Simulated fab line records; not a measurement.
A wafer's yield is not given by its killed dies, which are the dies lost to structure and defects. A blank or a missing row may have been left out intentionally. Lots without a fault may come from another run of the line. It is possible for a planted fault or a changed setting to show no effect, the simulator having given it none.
Which tool was responsible? ; flow sfq_line ; 15 lots with 45 wafers sampled at 4 steps, on a route of 325 steps

WHAT THE GAUGES READ, wafer by wafer
SFQ_M8_THK_MEAS_950: measures by xrf. Usual: M8_AU_THK typically reads 180.1 nm, with standard deviation 2.2.
lot;measured;on;M8_AU_THK (nm);flag
L514;day 76 09:28;film_metro-03;179.6 181.5 178.4;
L518;day 76 20:18;film_metro-03;180.2 176.7 178.6;
L520;day 76 23:53;film_metro-04;177.6 177.6 178.1;
L522;day 77 12:00;film_metro-04;178.2 177.0 177.2;
L524;day 79 09:39;film_metro-03;178.6 183.3 182.6;
L526;day 79 13:16;film_metro-02;181.0 180.6 182.9;
L527;day 79 14:27;film_metro-04;181.0 181.6 182.3;
L529;day 79 16:50;film_metro-03;180.8 180.9 180.1;
L530;day 79 19:14;film_metro-02;179.5 181.4 181.6;
L531;day 79 21:39;film_metro-02;180.6 182.3 181.9;
L532;day 79 22:51;film_metro-04;177.8 177.6 174.6;
L534;day 80 02:26;film_metro-03;174.8 178.4 177.7;
L535;day 80 06:03;film_metro-04;179.4 178.3 177.5;
L536;day 80 23:08;film_metro-02;178.5 181.3 177.9;
L537;day 83 18:08;film_metro-04;180.6 179.5 179.1;

TOOL THAT RAN EACH LOT (tool first, then ch and the chambers of the sampled wafers, then the start)
lot;SFQ_TRILAYER_I0_VIA_BARC_OPEN_VIA_ETCH_046;SFQ_TRILAYER_M6_STRIP_STRIP_163;SFQ_TRILAYER_I6_METRO_MEASURE_167
L514;rie_diel-01 ch 0,1,2, day 15 21:07;rie_metal-04 ch 1, day 61 10:48;film_metro-04, day 61 17:42
L518;rie_diel-03 ch 1,2, day 17 14:08;rie_metal-04 ch 0,1, day 62 00:12;film_metro-04, day 62 04:35
L520;rie_diel-01 ch 2,3, day 18 22:32;rie_metal-04 ch 0,1, day 62 03:48;film_metro-04, day 62 07:59
L522;rie_diel-01 ch 0,1, day 19 10:32;rie_metal-01 ch 1, day 64 09:35;film_metro-01, day 64 17:13
L524;rie_diel-01 ch 0,1,2, day 20 02:16;rie_metal-03 ch 0,1, day 69 22:17;film_metro-02, day 70 02:27
L526;rie_diel-03 ch 1,2,3, day 21 02:11;rie_metal-04 ch 0,1, day 71 16:35;film_metro-04, day 71 20:45
L527;rie_diel-03 ch 0,2, day 21 11:47;rie_metal-03 ch 0,1, day 71 18:47;film_metro-01, day 71 22:58
L529;rie_diel-02 ch 2,3, day 22 02:11;rie_metal-03 ch 0,1, day 73 19:59;film_metro-01, day 73 23:57
L530;rie_diel-03 ch 0,1,2, day 22 13:07;rie_metal-04 ch 0,1, day 74 03:11;film_metro-02, day 74 07:19
L531;rie_diel-03 ch 1,2, day 22 19:07;rie_metal-03 ch 0,1, day 74 10:23;film_metro-04, day 74 14:33
L532;rie_diel-01 ch 0,2,3, day 22 22:43;rie_metal-04 ch 0,1, day 74 13:59;film_metro-01, day 74 18:09
L534;rie_diel-02 ch 0,1,3, day 23 13:07;rie_metal-03 ch 0,1, day 75 00:02;film_metro-02, day 75 09:59
L535;rie_diel-03 ch 0,1,3, day 24 07:07;rie_metal-04 ch 0,1, day 75 15:27;film_metro-02, day 75 19:38
L536;rie_diel-02 ch 0,1,2, day 24 19:07;rie_metal-04 ch 0,1, day 76 01:36;film_metro-02, day 76 05:34
L537;rie_diel-03 ch 1,2,3, day 24 23:55;rie_metal-03 ch 0,1, day 76 03:18;film_metro-01, day 76 07:16
- SFQ_TRILAYER_I0_VIA_BARC_OPEN_VIA_ETCH_046: etches BARC in O2, target depth 125 nm, time 41.7 s.
- SFQ_TRILAYER_M6_STRIP_STRIP_163: strips in O2.
- SFQ_TRILAYER_I6_METRO_MEASURE_167

WHAT THE TOOLS THEMSELVES READ (means of the sampled wafers that have a number; where no wafer has one, the mark that the record gives instead)
SFQ_TRILAYER_I0_VIA_BARC_OPEN_VIA_ETCH_046. Usual: drypump_motor_current_A 5.6 A, standard deviation 0.42; oes_product_au 0.684 a.u., standard deviation 0.0047; rf_fwd_power_W 494.6 W, standard deviation 2.5; run_length_s 69.9 s, standard deviation 0.45.
lot;tool;drypump_motor_current_A (A);oes_product_au (a.u.);rf_fwd_power_W (W);run_length_s (s);flag
L514;rie_diel-01;5.4;0.685;494.7;70.0;
L518;rie_diel-03;5.9;0.683;493.5;70.2;
L520;rie_diel-01;5.6;0.644;494.3;75.4;OFF
L522;rie_diel-01;5.4;0.665;492.7;73.3;OFF
L524;rie_diel-01;5.4;0.663;493.6;72.9;OFF
L526;rie_diel-03;6.0;0.684;494.3;69.9;
L527;rie_diel-03;5.5;0.684;492.6;70.5;
L529;rie_diel-02;5.8;0.683;496.2;69.9;
L530;rie_diel-03;5.6;0.679;495.8;70.1;
L531;rie_diel-03;5.9;0.687;492.6;70.2;
L532;rie_diel-01;5.6;0.685;493.8;69.7;
L534;rie_diel-02;5.6;0.687;496.9;70.1;
L535;rie_diel-03;5.7;0.688;495.6;70.2;
L536;rie_diel-02;5.2;0.684;497.1;70.1;
L537;rie_diel-03;6.0;0.690;494.7;69.9;

SFQ_TRILAYER_M6_STRIP_STRIP_163. Usual: drypump_motor_current_A 6.0 A, standard deviation 0.53; oes_product_au 0.996 a.u., standard deviation 0.0088.
lot;tool;drypump_motor_current_A (A);oes_product_au (a.u.);flag
L514;rie_metal-04;5.0;0.995;
L518;rie_metal-04;5.8;0.990;
L520;rie_metal-04;5.4;0.988;
L522;rie_metal-01;6.1;1.012;
L524;rie_metal-03;6.4;0.993;
L526;rie_metal-04;5.4;0.989;
L527;rie_metal-03;6.4;0.998;
L529;rie_metal-03;6.4;0.991;
L530;rie_metal-04;5.8;0.988;
L531;rie_metal-03;6.4;1.002;
L532;rie_metal-04;5.4;0.996;
L534;rie_metal-03;6.3;1.008;
L535;rie_metal-04;5.8;0.993;
L536;rie_metal-04;5.4;0.995;
L537;rie_metal-03;6.3;1.000;

SFQ_TRILAYER_I6_METRO_MEASURE_167. Usual: thk_nm reads 199.1 nm (standard deviation 1.4).
lot;tool;thk_nm (nm);flag
L514;film_metro-04;199.6;
L518;film_metro-04;199.5;
L520;film_metro-04;199.9;
L522;film_metro-01;201.5;
L524;film_metro-02;199.9;
L526;film_metro-04;201.1;
L527;film_metro-01;198.9;
L529;film_metro-01;201.4;
L530;film_metro-02;198.0;
L531;film_metro-04;200.5;
L532;film_metro-01;197.8;
L534;film_metro-02;197.6;
L535;film_metro-02;199.6;
L536;film_metro-02;198.5;
L537;film_metro-01;197.9;

THE ANSWER, worked out from the rows above alone
Rule: lot off if the mean of its wafers having a number is beyond 3 standard deviations from the usual mean. Also off: a lot with no number at a reading for which 4 or more lots have one. Where the step has rows for the other lots, those lots are counted as sound. After the gauges, taken in route order, come the tools' own readings; for these a lot's mean is taken, as printed above. The first step at which some lot is off is used, and at that step the reading that is off furthest; a lot without a number counts as furthest.
Off: L520, L522, L524, at SFQ_TRILAYER_I0_VIA_BARC_OPEN_VIA_ETCH_046 (run_length_s).
If a tool, at that step or one of the process steps before it, ran each lot that is off and ran no sound lot following the first of them, it fits. None of those tried fits.

WHAT THE SIMULATOR HAD INSERTED
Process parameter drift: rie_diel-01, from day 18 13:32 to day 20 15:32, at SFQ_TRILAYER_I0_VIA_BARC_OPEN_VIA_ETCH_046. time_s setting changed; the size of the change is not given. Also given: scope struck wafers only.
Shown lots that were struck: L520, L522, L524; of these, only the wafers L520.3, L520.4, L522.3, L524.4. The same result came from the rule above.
